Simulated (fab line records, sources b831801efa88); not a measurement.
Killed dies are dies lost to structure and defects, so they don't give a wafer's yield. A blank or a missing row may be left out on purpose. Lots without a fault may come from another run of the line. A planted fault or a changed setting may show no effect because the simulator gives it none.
Chamber matching | flow sky130 | SKY_FIELD_ISO_ETCH_17 on rie_si-02: 4 sister chambers
The step etches Si in HBr/Cl2/O2, target depth 342 nm, time 97.7 s. 8 wafers are shown with their chamber, then 7 later ones without.

WAFERS WITH THEIR CHAMBER
wafer  | chamber | oes_product_au (a.u.) | mfc_cl2_sccm (sccm)
L154.6 | 1       | 0.998                 | 39.96
L159.3 | 2       | 0.998                 | 39.99
L159.6 | 2       | 0.987                 | 40.04
L162.3 | 0       | 1.012                 | 39.99
L162.5 | 0       | 0.999                 | 39.89
L162.6 | 3       | 0.981                 | 40.01
L163.1 | 1       | 0.998                 | 40.06
L163.2 | 3       | 0.996                 | 39.94

WAFERS WITHOUT THEIR CHAMBER
wafer  | oes_product_au (a.u.) | mfc_cl2_sccm (sccm)
L163.5 | 1.002                 | 39.92
L165.1 | 1.000                 | 40.09
L165.4 | 0.992                 | 39.70
L165.6 | 0.999                 | 39.65
L174.1 | 1.009                 | 40.02
L174.5 | 1.016                 | 39.93
L174.6 | 1.007                 | 39.83

WHICH CHAMBER EACH WENT THROUGH
wafer  | from the rows above               | in truth
L163.5 | can't be placed: 0 or 1 or 3 or 2 | 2
L165.1 | can't be placed: 1 or 2 or 3 or 0 | 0
L165.4 | can't be placed: 0 or 3 or 1 or 2 | 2
L165.6 | can't be placed: 0 or 3 or 1 or 2 | 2
L174.1 | can't be placed: 1 or 0 or 2 or 3 | 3
L174.5 | can't be placed: 0 or 1 or 2      | 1
L174.6 | can't be placed: 0 or 1 or 3 or 2 | 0
Placed correctly: 0 of 7. Can't be placed from these rows: 7 (the true chamber is among the candidates in 7). Placed wrongly: 0.
How it was worked out, from the rows above alone: a wafer's distance from a chamber is the root of the sum, over the readings, of the square of ((its reading less the chamber's mean) divided by the reading's scatter). The wafer belongs to the nearest chamber; if the next one is less than 2 further off, it can't be placed. A chamber's mean is the mean of its shown wafers. The scatter: the root of (the sum of the squares of (reading less its chamber's mean) over the shown wafers, divided by (wafers less chambers)).
